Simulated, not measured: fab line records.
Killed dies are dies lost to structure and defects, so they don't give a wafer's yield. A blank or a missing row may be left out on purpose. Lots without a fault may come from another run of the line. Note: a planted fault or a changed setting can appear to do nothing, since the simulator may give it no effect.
What tool caused it? + flow sky130 + 13 lots, 37 wafers sampled, at 5 steps of a route of 708

WHAT THE GAUGES READ, wafer by wafer
No reading from a measuring or inspecting step in the record can be judged against a usual standard deviation.

WHAT TOOL EACH LOT RAN ON (gives the tool, then ch and the chambers of the sampled wafers, and finally the start)
| lot  | SKY_METAL4_SPUTTER_01        | SKY_METAL4_METAL_ETCH_18          | SKY_VIA4_CMP_02               | SKY_PASSIVATION_CVD_02          | SKY_PAD_OPEN_PROBE_99   |
|------|------------------------------|-----------------------------------|-------------------------------|---------------------------------|-------------------------|
| L985 | pvd_sputter-02, day 39 15:28 | rie_metal-03 ch 1, day 41 16:11   | cmp-02 ch 1,3, day 41 17:25   | pecvd-04 ch 1,2, day 43 17:53   | -                       |
| L986 | pvd_sputter-03, day 39 18:53 | rie_metal-03 ch 0, day 41 19:21   | cmp-02 ch 0,3, day 41 20:22   | pecvd-01 ch 0,2, day 43 21:13   | -                       |
| L987 | pvd_sputter-04, day 40 03:22 | rie_metal-04 ch 0,1, day 42 03:39 | cmp-02 ch 0,1,3, day 42 05:04 | pecvd-03 ch 0,1,2, day 44 04:50 | -                       |
| L988 | pvd_sputter-03, day 40 10:06 | rie_metal-04 ch 0,1, day 42 10:51 | cmp-01 ch 1,2,3, day 42 12:01 | pecvd-03 ch 0,1, day 44 11:53   | -                       |
| L989 | pvd_sputter-02, day 40 18:55 | rie_metal-03 ch 0,1, day 42 18:52 | cmp-01 ch 0,2,3, day 42 19:55 | pecvd-04 ch 0,1,2, day 44 18:44 | -                       |
| L990 | pvd_sputter-04, day 41 05:24 | rie_metal-02 ch 0,1, day 43 05:00 | cmp-01 ch 0,1,3, day 43 06:00 | pecvd-01 ch 0,2, day 45 05:24   | -                       |
| L991 | pvd_sputter-02, day 41 08:50 | rie_metal-02 ch 0,1, day 43 09:08 | cmp-02 ch 0,1,3, day 43 10:17 | pecvd-04 ch 0,1,2, day 45 08:39 | -                       |
| L997 | pvd_sputter-03, day 43 07:50 | rie_metal-04 ch 0, day 45 05:14   | cmp-01 ch 0, day 45 06:34     | pecvd-01 ch 0, day 47 03:37     | prober-01, day 48 19:52 |
| L998 | pvd_sputter-03, day 43 14:40 | rie_metal-03 ch 0,1, day 45 12:11 | cmp-01 ch 0,1,3, day 45 13:08 | pecvd-01 ch 1,2, day 47 07:37   | prober-02, day 48 23:47 |
| L102 | pvd_sputter-04, day 44 14:59 | rie_metal-04 ch 0,1, day 46 10:45 | cmp-02 ch 0,1,2, day 46 12:11 | pecvd-03 ch 1,2, day 48 05:20   | -                       |
| L105 | pvd_sputter-04, day 45 11:21 | rie_metal-04 ch 0,1, day 47 05:30 | cmp-02 ch 0,2,3, day 47 06:31 | pecvd-01 ch 0,1, day 48 23:25   | -                       |
| L106 | pvd_sputter-04, day 45 13:46 | rie_metal-03 ch 0,1, day 47 07:37 | cmp-02 ch 2,3, day 47 08:34   | pecvd-03 ch 0,1,2, day 49 00:41 | -                       |
| L107 | pvd_sputter-02, day 45 19:17 | rie_metal-04 ch 0,1, day 47 12:52 | cmp-02 ch 0,1,2, day 47 13:55 | pecvd-04 ch 0,1, day 49 06:00   | -                       |
- SKY_METAL4_SPUTTER_01: material TiN, target thk 20 nm, time 16.7 s.
- SKY_METAL4_METAL_ETCH_18: etches the open film in Cl2/BCl3, stops on SiO2, target depth 845 nm, time 183.1 s.
- SKY_VIA4_CMP_02: polishes SiO2.
- SKY_PASSIVATION_CVD_02: deposits Si3N4, target thk 540 nm.
- SKY_PAD_OPEN_PROBE_99

AS READ BY THE TOOLS THEMSELVES (means over the sampled wafers that have a number; for cases with no such wafer, the mark the record gives instead)
SKY_METAL4_SPUTTER_01. Usual: cathode_dc_power_W 6500.1 W, standard deviation 1.1; throttle_valve_pct 30.5 %, standard deviation 1.1.
| lot  | tool           | cathode_dc_power_W (W) | throttle_valve_pct (%) | flag |
|------|----------------|------------------------|------------------------|------|
| L985 | pvd_sputter-02 | 6500.1                 | 29.5                   |      |
| L986 | pvd_sputter-03 | 6500.2                 | 30.6                   |      |
| L987 | pvd_sputter-04 | 6500.4                 | 30.3                   |      |
| L988 | pvd_sputter-03 | 6500.4                 | 30.6                   |      |
| L989 | pvd_sputter-02 | 6499.8                 | 32.3                   |      |
| L990 | pvd_sputter-04 | 6500.6                 | 30.0                   |      |
| L991 | pvd_sputter-02 | 6499.7                 | 32.3                   |      |
| L997 | pvd_sputter-03 | 6501.2                 | 30.6                   |      |
| L998 | pvd_sputter-03 | 6501.0                 | 30.2                   |      |
| L102 | pvd_sputter-04 | 6500.4                 | 30.2                   |      |
| L105 | pvd_sputter-04 | 6500.8                 | 30.2                   |      |
| L106 | pvd_sputter-04 | 6500.3                 | 29.0                   |      |
| L107 | pvd_sputter-02 | 6499.4                 | 30.1                   |      |

SKY_METAL4_METAL_ETCH_18. Usual: bcl3_flow_sccm 30.01 sccm, standard deviation 0.087; drypump_motor_current_A 5.6 A, standard deviation 0.46; oes_product_au 0.867 a.u., standard deviation 0.0062; throttle_valve_pct 22.264 %, standard deviation 0.0087.
| lot  | tool         | bcl3_flow_sccm (sccm) | drypump_motor_current_A (A) | oes_product_au (a.u.) | throttle_valve_pct (%) | flag |
|------|--------------|-----------------------|-----------------------------|-----------------------|------------------------|------|
| L985 | rie_metal-03 | 30.00                 | 5.9                         | 0.864                 | 22.264                 |      |
| L986 | rie_metal-03 | 30.09                 | 5.4                         | 0.866                 | 22.270                 |      |
| L987 | rie_metal-04 | 30.01                 | 5.5                         | 0.871                 | 22.262                 |      |
| L988 | rie_metal-04 | 29.95                 | 5.9                         | 0.858                 | 22.263                 |      |
| L989 | rie_metal-03 | 29.93                 | 5.6                         | 0.868                 | 22.260                 |      |
| L990 | rie_metal-02 | 29.94                 | 5.5                         | 0.872                 | 22.266                 |      |
| L991 | rie_metal-02 | 29.93                 | 5.4                         | 0.863                 | 22.259                 |      |
| L997 | rie_metal-04 | 29.98                 | 6.3                         | 0.854                 | 22.275                 |      |
| L998 | rie_metal-03 | 30.07                 | 5.7                         | 0.876                 | 22.276                 |      |
| L102 | rie_metal-04 | 30.06                 | 5.5                         | 0.864                 | 22.267                 |      |
| L105 | rie_metal-04 | 30.03                 | 5.5                         | 0.874                 | 22.267                 |      |
| L106 | rie_metal-03 | 30.00                 | 5.6                         | 0.870                 | 22.262                 |      |
| L107 | rie_metal-04 | 30.04                 | 5.5                         | 0.870                 | 22.263                 |      |

SKY_VIA4_CMP_02. Usual: motor_current_A 12.0 A, standard deviation 0.8.
| lot  | tool   | motor_current_A (A) | flag |
|------|--------|---------------------|------|
| L985 | cmp-02 | 11.6                |      |
| L986 | cmp-02 | 11.9                |      |
| L987 | cmp-02 | 12.1                |      |
| L988 | cmp-01 | 12.4                |      |
| L989 | cmp-01 | 12.6                |      |
| L990 | cmp-01 | 12.5                |      |
| L991 | cmp-02 | 12.0                |      |
| L997 | cmp-01 | 12.1                |      |
| L998 | cmp-01 | 12.7                |      |
| L102 | cmp-02 | 11.8                |      |
| L105 | cmp-02 | 11.3                |      |
| L106 | cmp-02 | 10.8                |      |
| L107 | cmp-02 | 11.8                |      |

SKY_PASSIVATION_CVD_02. Usual: heater_power_outer_w 402 W, standard deviation 49; heater_power_w 691 W, standard deviation 71.
| lot  | tool     | heater_power_outer_w (W) | heater_power_w (W) | flag |
|------|----------|--------------------------|--------------------|------|
| L985 | pecvd-04 | 391                      | 669                |      |
| L986 | pecvd-01 | 362                      | 657                |      |
| L987 | pecvd-03 | 405                      | 688                |      |
| L988 | pecvd-03 | 388                      | 653                |      |
| L989 | pecvd-04 | 431                      | 713                |      |
| L990 | pecvd-01 | 386                      | 701                |      |
| L991 | pecvd-04 | 415                      | 699                |      |
| L997 | pecvd-01 | 412                      | 804                |      |
| L998 | pecvd-01 | 382                      | 673                |      |
| L102 | pecvd-03 | 402                      | 671                |      |
| L105 | pecvd-01 | 415                      | 736                |      |
| L106 | pecvd-03 | 365                      | 627                |      |
| L107 | pecvd-04 | 386                      | 663                |      |

SKY_PAD_OPEN_PROBE_99. Usual: killed_at_M0_to_M3 43, standard deviation 6.7; killed_at_M4_up 3.0, standard deviation 1.9; killed_at_contacts 25, standard deviation 5.4; killed_at_front_end 16, standard deviation 4.5; killed_at_other 0.4, standard deviation 0.62; killed_dies 87, standard deviation 9.6; killed_on_rim 17, standard deviation 3.6; killed_open 47, standard deviation 7; killed_short 39, standard deviation 6.1.
| lot  | tool      | killed_at_M0_to_M3 | killed_at_M4_up | killed_at_contacts | killed_at_front_end | killed_at_other | killed_dies | killed_on_rim | killed_open | killed_short | flag |
|------|-----------|--------------------|-----------------|--------------------|---------------------|-----------------|-------------|---------------|-------------|--------------|------|
| L997 | prober-01 | 28                 | 218.0           | 14                 | 13                  | 2.0             | 275         | 49            | 35          | 21           | OFF  |
| L998 | prober-02 | 38                 | 72.3            | 25                 | 13                  | 0.3             | 148         | 34            | 41          | 37           | OFF  |

THE ANSWER, worked out from the rows above alone
Rule: a lot counts as off when the mean over its wafers that have a number is more than 3 standard deviations away from the usual mean. Also off: a lot with no number at a reading for which 4 or more lots have one. Where the step has rows for the other lots, those lots are counted as sound. The gauges are gone through in route order, then the tools' own readings, and for those a lot's mean is taken as printed above. The first step at which some lot is off is used, and at that step the reading that is off furthest; a lot without a number counts as furthest.
Off at SKY_PAD_OPEN_PROBE_99 (killed_at_M4_up): L997, L998. Neither off nor sound, because the step has no rows for them: L985, L986, L987, L988, L989, L990, L991, L102, L105, L106, L107.
If a tool, at that step or one of the process steps before it, ran each lot that is off and ran no sound lot following the first of them, it fits. Can't be told from this: 3 tools fit, pvd_sputter-03 at SKY_METAL4_SPUTTER_01, cmp-01 at SKY_VIA4_CMP_02, pecvd-01 at SKY_PASSIVATION_CVD_02.

WHAT HAD BEEN PUT IN BY THE SIMULATOR
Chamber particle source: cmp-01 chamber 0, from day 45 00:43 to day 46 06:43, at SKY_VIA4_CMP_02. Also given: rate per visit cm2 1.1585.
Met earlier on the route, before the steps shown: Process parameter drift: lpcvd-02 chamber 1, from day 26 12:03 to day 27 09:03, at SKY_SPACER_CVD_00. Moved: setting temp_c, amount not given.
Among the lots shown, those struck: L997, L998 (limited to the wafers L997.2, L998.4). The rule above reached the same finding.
